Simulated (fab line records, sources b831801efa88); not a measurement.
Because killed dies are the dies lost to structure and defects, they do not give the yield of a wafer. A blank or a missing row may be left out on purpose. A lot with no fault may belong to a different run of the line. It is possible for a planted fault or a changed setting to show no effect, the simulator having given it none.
A lot that was struck, set against a sound lot / flow sky130 / 26 steps out of a route of 708
Sound: the wafers L627.3, L627.4, L627.6. Struck: wafer L635.6. (L635.2, L635.4 of the same lot were not struck and are left out.) The cause comes at the end.
Per side, at each step with rows, come the tool, then ch with its chambers, and then its first start. Under that, the readings that differ: sound wafers / struck wafers / difference of the means / sigmas: that difference in standard deviations of wafers without a fault.
alike: readings whose means differ by less than 2 such deviations, and words and numbers that are the same on both sides. not compared: withheld readings, readings that some wafer has no value for, bounds like >300 that may hide the same value, and numbers for which the record gives no deviation and whose values overlap.
A row with sigmas, a row that says differs or no value, or rows on one side alone: a step with any of these is where the two part. Numbers that have no deviation but don't overlap get no sigmas and don't part them. A reading missing from all wafers of one side parts the sides only when that side holds two or more wafers.

first, 8 steps without rows for these wafers: SKY_FIELD_ISO_DEHYDRATE_05 (time 60 s); SKY_FIELD_ISO_HMDS_06 (prime time 60 s); SKY_FIELD_ISO_COAT_07 (resist thk 60 nm); SKY_FIELD_ISO_COAT_08 (resist thk 450 nm); SKY_FIELD_ISO_SOFTBAKE_09 (time 90 s); SKY_FIELD_ISO_EXPOSE_10 (exposes mask FOM, target cd 150 nm); SKY_FIELD_ISO_PEB_11; SKY_FIELD_ISO_DEVELOP_12 (develop time 60 s).
SKY_FIELD_ISO_CD_MEAS_13: target cd 150 nm.
  sound on cdSem-02 at day 2 07:40; struck on cdSem-02 at day 3 22:59
  alike: cdNm
SKY_FIELD_ISO_ETCH_14: etches BARC in N2/H2, stops on SiO2, time 45.9 s, target depth 60 nm.
  sound on rieDiel-01 ch 0,1, day 2 07:44; struck on rieDiel-04 ch 1, day 3 23:05
  alike: drypumpMotorCurrentA, oesProductAu, throttleValvePct
  not compared: rfHoursCounterH
SKY_FIELD_ISO_ETCH_15: etches the open film in CHF3/O2, stops on Si, target depth 180 nm, time 72 s.
  sound on rieDiel-01 ch 0,1, day 2 07:47; struck on rieDiel-04 ch 1, day 3 23:08
reading=throttleValvePct (%); sound=8.850 8.838 8.852; struck=8.828; difference=-0.019; sigmas=-2
  alike: drypumpMotorCurrentA, oesProductAu
  not compared: rfHoursCounterH
SKY_FIELD_ISO_STRIP_16: strips in O2/N2.
  sound on plasmaAsher-01 ch 0,1, day 2 07:52; struck on plasmaAsher-03 ch 1, day 3 23:11
reading=stripTimeToEndpointS (s); sound=3.58 3.57 3.55; struck=3.64; difference=+0.07; sigmas=+2
  alike: drypumpMotorCurrentA, oesProductAu
  not compared: rfHoursCounterH
SKY_FIELD_ISO_ETCH_17: etches Si in HBr/Cl2/O2, target depth 342 nm, time 97.7 s.
  sound on rieSi-01 ch 0,2,3, day 2 07:56; struck on rieSi-02 ch 0, day 3 23:17
reading=oesProductAu (a.u.); sound=1.010 1.010 1.004; struck=1.118; difference=+0.110; sigmas=+11
reading=throttleValvePct (%); sound=25.672 25.637 25.658; struck=25.585; difference=-0.071; sigmas=-6
reading=model.etch.depthNm (nm); sound=345.1 346.5 342.6; struck=406.5; difference=+61.8; sigmas=
reading=model.FIELD_ISO.featureDepthNm (nm); sound=345.1 346.5 342.6; struck=406.5; difference=+61.8; sigmas=
reading=model.Si3N4_of_FIELD_ISO_CVD_03.thkNm (nm); sound=153.2 151.7 152; struck=150.1; difference=-2.2; sigmas=
  alike: HBr_flow_sccm, drypumpMotorCurrentA
  not compared: rfHoursCounterH
then, 5 steps without rows for these wafers: SKY_FIELD_ISO_WET_ETCH_18 (etches Si3N4 in H3PO4, target depth 25 nm, time 286 s); SKY_FIELD_ISO_CLEAN_19 (cleans in SC1/SC2, time 150 s); SKY_FIELD_ISO_CLEAN_20 (cleans in dHF, time 20 s); SKY_FIELD_ISO_WET_ETCH_21 (etches SiO2 in dHF, target depth 20 nm, time 400 s); SKY_FIELD_ISO_OXIDATION_22 (stabilise 600 s, purge 300 s, target thk 10 nm).
SKY_FIELD_ISO_THK_MEAS_23:
  sound on filmMetro-02 at day 2 09:28; struck on filmMetro-04 at day 4 01:56
  alike: FIELD_ISO_OXIDATION_01_THK
then, 1 step without rows for these wafers: SKY_FIELD_ISO_CVD_24 (deposits SiO2, target thk 595 nm, time 99.2 s).
SKY_FIELD_ISO_THK_MEAS_25:
  sound on filmMetro-04 at day 2 09:36; struck on filmMetro-02 at day 4 02:04
  alike: FIELD_ISO_CVD_24_THK
then, 1 step without rows for these wafers: SKY_FIELD_ISO_ANNEAL_26 (time 1800 s).
SKY_FIELD_ISO_CMP_27: polishes, stops on Si3N4, t overpolish 16 s, target thk 457.8 nm.
  sound on cmp-01 ch 0,1,3, day 2 13:31; struck on cmp-02 ch 3, day 4 03:37
  alike: motorCurrentA, overpolishRunS, timeToEndpointS
SKY_FIELD_ISO_WET_ETCH_28: etches SiO2 in dHF, target depth 23.7 nm, time 47 s.
  sound on wetBench-02 ch 0, day 2 13:46; struck on wetBench-01 ch 2, day 4 03:55
reading=model.Si3N4_of_FIELD_ISO_CVD_03.thkNm (nm); sound=121.6 120.1 120.3; struck=119.6; difference=-1.1; sigmas=
then, 1 step without rows for these wafers: SKY_FIELD_ISO_WET_ETCH_29 (etches Si3N4 in H3PO4, target depth 160 nm, time 1825 s).
-- here the record skips 44 days between the struck wafers' starts before and after, leaving off in module FIELD_ISO and picking up in module PAD_OPEN (first step shown: number 708 of the route) --
SKY_PAD_OPEN_PROBE_99:
  sound on prober-01 at day 45 17:18; struck on prober-01 at day 47 23:56
reading=model.etest.res_p_drift_20v.lineOhmUm; sound=1.278e+04 1.296e+04 1.278e+04; struck=2.137e+04; difference=+8.530e+03; sigmas=
reading=model.etest.res_p_drift_20v.rsOhmSq; sound=1.066e+04 1.068e+04 1.047e+04; struck=1.776e+04; difference=+7.157e+03; sigmas=
reading=model.etest.pfet_16v.rOnOhmUm; sound=1.551e+04 1.576e+04 1.562e+04; struck=2.131e+04; difference=+5.680e+03; sigmas=
reading=model.etest.resIsoPwell.rsOhmSq; sound=3061 3086 2997; struck=6823; difference=+3775; sigmas=
reading=model.etest.resIsoPwell.lineOhmUm; sound=1157 1154 1139; struck=2595; difference=+1445; sigmas=
reading=model.etest.nfet_16v.rOnOhmUm; sound=1.429e+04 1.433e+04 1.431e+04; struck=1.52e+04; difference=+8.90e+02; sigmas=
reading=model.etest.resNwell.rsOhmSq; sound=963.4 970.9 958.8; struck=1207; difference=+243; sigmas=
reading=model.etest.resNwell.lineOhmUm; sound=1141 1132 1139; struck=1350; difference=+213; sigmas=
  alike: killed_at_M0_to_M3, killed_at_M4_up, killedAtContacts, killedAtFrontEnd, killedAtOther, killedDies, killedOpen, killedShort

== WHERE THEY PART ==
At SKY_FIELD_ISO_ETCH_15 first; at SKY_FIELD_ISO_ETCH_17 last (within this record only). Later steps at which nothing parts them and some readings are alike: SKY_FIELD_ISO_THK_MEAS_23, SKY_FIELD_ISO_THK_MEAS_25, SKY_FIELD_ISO_CMP_27, SKY_PAD_OPEN_PROBE_99.

WHY: whatever the simulator had introduced
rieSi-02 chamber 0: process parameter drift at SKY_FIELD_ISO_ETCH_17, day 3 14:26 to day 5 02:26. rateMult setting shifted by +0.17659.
